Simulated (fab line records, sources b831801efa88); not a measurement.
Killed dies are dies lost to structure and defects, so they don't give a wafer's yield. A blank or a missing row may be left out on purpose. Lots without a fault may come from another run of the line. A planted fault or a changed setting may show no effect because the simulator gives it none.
A sampling plan put to the test | flow sky130 | one fab line, 11 faults that these records tell of, each judged on the records of the lots that it struck
The plan is the line's own looks: the steps of the route at which a gauge or an inspection reads the wafer and doesn't change it. A look can be judged if struck wafers have a number there and the file gives its usual mean and standard deviation on fault-free wafers. Caught: at a look after the fault's first step, the mean of the struck wafers lies 4 or more of those standard deviations (sigma) from the usual mean. On the tool: the same test on the tool's own readings at the fault's steps. Another recipe on the struck wafers, or a record that is blank for them alone, also counts as caught.

THE FAULTS, as the simulator had put them in
1. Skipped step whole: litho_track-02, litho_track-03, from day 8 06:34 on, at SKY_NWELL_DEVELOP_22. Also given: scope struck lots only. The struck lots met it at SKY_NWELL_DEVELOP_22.
2. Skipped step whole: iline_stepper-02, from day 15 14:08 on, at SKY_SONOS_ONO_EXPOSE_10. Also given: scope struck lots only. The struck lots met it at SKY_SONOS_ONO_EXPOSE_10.
3. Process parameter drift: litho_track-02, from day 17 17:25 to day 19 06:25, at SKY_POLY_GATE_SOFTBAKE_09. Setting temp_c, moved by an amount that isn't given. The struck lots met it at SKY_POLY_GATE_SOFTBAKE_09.
4. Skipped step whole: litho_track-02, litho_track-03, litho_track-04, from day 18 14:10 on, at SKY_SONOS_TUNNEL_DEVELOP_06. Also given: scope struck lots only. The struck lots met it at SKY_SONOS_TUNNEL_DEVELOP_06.
5. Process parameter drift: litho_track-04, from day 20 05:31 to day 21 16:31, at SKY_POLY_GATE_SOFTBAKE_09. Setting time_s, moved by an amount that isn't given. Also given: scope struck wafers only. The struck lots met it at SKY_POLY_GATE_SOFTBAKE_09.
6. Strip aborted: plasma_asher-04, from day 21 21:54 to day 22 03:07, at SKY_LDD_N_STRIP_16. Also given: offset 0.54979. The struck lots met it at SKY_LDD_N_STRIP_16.
7. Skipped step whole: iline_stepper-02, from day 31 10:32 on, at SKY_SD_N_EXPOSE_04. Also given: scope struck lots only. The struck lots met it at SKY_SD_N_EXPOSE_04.
8. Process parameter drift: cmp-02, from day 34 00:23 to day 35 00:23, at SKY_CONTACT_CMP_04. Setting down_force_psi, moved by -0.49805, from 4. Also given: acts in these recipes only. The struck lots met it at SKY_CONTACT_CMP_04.
9. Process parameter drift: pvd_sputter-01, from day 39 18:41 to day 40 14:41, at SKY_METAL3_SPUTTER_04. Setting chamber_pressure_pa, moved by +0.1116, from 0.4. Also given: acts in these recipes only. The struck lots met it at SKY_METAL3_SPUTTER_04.
10. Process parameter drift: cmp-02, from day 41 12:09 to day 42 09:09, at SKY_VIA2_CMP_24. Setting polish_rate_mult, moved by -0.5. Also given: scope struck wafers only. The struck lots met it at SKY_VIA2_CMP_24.
11. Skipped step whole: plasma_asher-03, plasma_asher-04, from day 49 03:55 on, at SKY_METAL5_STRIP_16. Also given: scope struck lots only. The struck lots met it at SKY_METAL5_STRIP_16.

WHAT THE PLAN SAW
fault | on the tool itself                               | first look that catches it                      | reading, sigma | median hours from its first step to that look | hours from the fault's start to the first struck lot there | judged looks passed uncaught
1     | the tool's record is blank for the struck wafers | none of the 3 looks that can be judged after it | -              | -                                             | -                                                          | 3
2     | no reading that can be judged                    | no look after it can be judged                  | -              | -                                             | -                                                          | 0
3     | plate_temp_C -14 sigma                           | not the one look that can be judged after it    | -              | -                                             | -                                                          | 1
4     | the tool's record is blank for the struck wafers | no look after it can be judged                  | -              | -                                             | -                                                          | 0
5     | run_length_s +13 sigma                           | no look after it can be judged                  | -              | -                                             | -                                                          | 0
6     | oes_product_au +44 sigma                         | no look after it can be judged                  | -              | -                                             | -                                                          | 0
7     | no reading that can be judged                    | not the one look that can be judged after it    | -              | -                                             | -                                                          | 1
8     | head_pressure_psi -52 sigma                      | not the one look that can be judged after it    | -              | -                                             | -                                                          | 1
9     | chamber_pressure_pa +99 or beyond sigma          | no look after it can be judged                  | -              | -                                             | -                                                          | 0
10    | overpolish_run_s -99 or beyond sigma             | no look after it can be judged                  | -              | -                                             | -                                                          | 0
11    | the tool's record is blank for the struck wafers | no look after it can be judged                  | -              | -                                             | -                                                          | 0
A dash: the fault isn't caught, or these records don't give the number.

Caught at a look: 0 of 11. Caught on the tool: 9 of 11. By one or the other: 9 of 11.
Caught on the tool alone: faults 1, 3, 4, 5, 6, 8, 9, 10, 11.
Caught by neither: faults 2, 7.
